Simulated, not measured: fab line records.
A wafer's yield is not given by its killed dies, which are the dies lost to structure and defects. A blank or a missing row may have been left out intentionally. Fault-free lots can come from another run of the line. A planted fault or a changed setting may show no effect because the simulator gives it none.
A struck lot beside a sound one    flow gf180mcu    19 steps out of a route of 602
Sound: the wafers L684.2, L684.3, L684.5. Struck: wafers L698.1, L698.2, L698.4. The cause comes at the end.
Order at every step that has rows: each side's tool, ch and its chambers, its first start. Under that, the readings that differ: sound wafers    struck wafers    difference of the means    sigmas: that difference in standard deviations of wafers without a fault.
alike: words and numbers the same on both sides, and readings whose means are apart by under 2 such deviations; not compared: readings that were withheld, readings missing a value for some wafer, numbers with overlapping values and no deviation given by the record, and bounds like >300 which may hide the same value.
Wherever a step has rows on one side only, a row that says differs or no value, or a row with sigmas, the two part there. Numbers that have no deviation but don't overlap get no sigmas and don't part them. Lack of a reading on every wafer of one side parts them only where that side has two or more wafers.

first, 1 step without rows for these wafers: GF_STI_OXIDATION_21 (stabilise 600 s, purge 300 s, target thk 15 nm).
GF_STI_THK_MEAS_22:
  sound on filmMetro-03 at day 2 15:23; struck on filmMetro-03 at day 5 14:32
  alike: STI_OXIDATION_01_THK
then, 1 step without rows for these wafers: GF_STI_CVD_23 (deposits SiO2, target thk 650 nm, time 108.3 s).
GF_STI_THK_MEAS_24:
  sound on filmMetro-02 at day 2 15:32; struck on filmMetro-01 at day 5 14:40
  alike: STI_CVD_23_THK
GF_STI_CMP_25: polishes, stops on Si3N4, t overpolish 33 s, target thk 524.6 nm.
  sound on cmp-02 ch 0,1,3, day 2 15:41; struck on cmp-01 ch 0,1,2, day 5 14:44
  alike: motorCurrentA, overpolishRunS, timeToEndpointS
then, 4 steps without rows for these wafers: GF_STI_WET_ETCH_26 (etches SiO2 in dHF, target depth 94 nm, time 188 s); GF_STI_WET_ETCH_27 (etches Si3N4 in H3PO4, target depth 160 nm, time 1825 s); GF_STI_WET_ETCH_28 (etches SiO2 in dHF, target depth 20 nm, time 40 s); GF_STI_OXIDATION_29 (stabilise 600 s, purge 300 s, target thk 10 nm).
GF_STI_THK_MEAS_30:
  sound on filmMetro-02 at day 2 18:55; struck on filmMetro-02 at day 5 17:10
  alike: STI_OXIDATION_02_THK
then, 2 steps without rows for these wafers: GF_DNWELL_DEHYDRATE_00 (time 60 s); GF_DNWELL_HMDS_01 (prime time 60 s).
GF_DNWELL_COAT_02: resist thk 3000 nm.
  sound on lithoTrack-02 ch 0, day 3 01:45; struck on lithoTrack-02 ch 0, day 6 00:22
reading                                  sound                 struck                difference  sigmas
spinSpeedRpm (rpm)                       1999.7 1997.9 2000.5  2030.6 2030.5 2032.6  +31.9       +27
model.coat_of_DNWELL_COAT_02.thkNm (nm)  3022 3017 3006        2974 2973 2977        -40         
  alike: chillPlateTempC, dispensePressureKPa
then, 3 steps without rows for these wafers: GF_DNWELL_SOFTBAKE_03; GF_DNWELL_EXPOSE_04 (exposes mask DNWELL, target cd 1700 nm); GF_DNWELL_PEB_05.
GF_DNWELL_DEVELOP_06: develop time 60 s.
  sound: lithoTrack-03 ch 0; struck: lithoTrack-03 ch 0
reading                                  sound           struck          difference  sigmas
model.coat_of_DNWELL_COAT_02.thkNm (nm)  3020 3016 3005  2973 2972 2975  -40         
  alike: chillPlateTempC
next, for these wafers, 1 step has no rows: GF_DNWELL_IMPLANT_07.
-- the record jumps here: 29 days lie between the struck wafers' starts before and after (it left off in module DNWELL and takes up again in module PASSIVATION, whose first step shown is number 602 of the route) --
GF_PASSIVATION_PROBE_99:
  the record has rows for the struck wafers here (prober-01, day 35 06:12) and none for the sound ones

== WHERE THEY PART ==
Last at GF_PASSIVATION_PROBE_99 as far as this record goes, first at GF_DNWELL_COAT_02.

WHY: what had been put in by the simulator
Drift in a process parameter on lithoTrack-02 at GF_DNWELL_COAT_02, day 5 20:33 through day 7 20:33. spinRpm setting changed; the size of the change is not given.
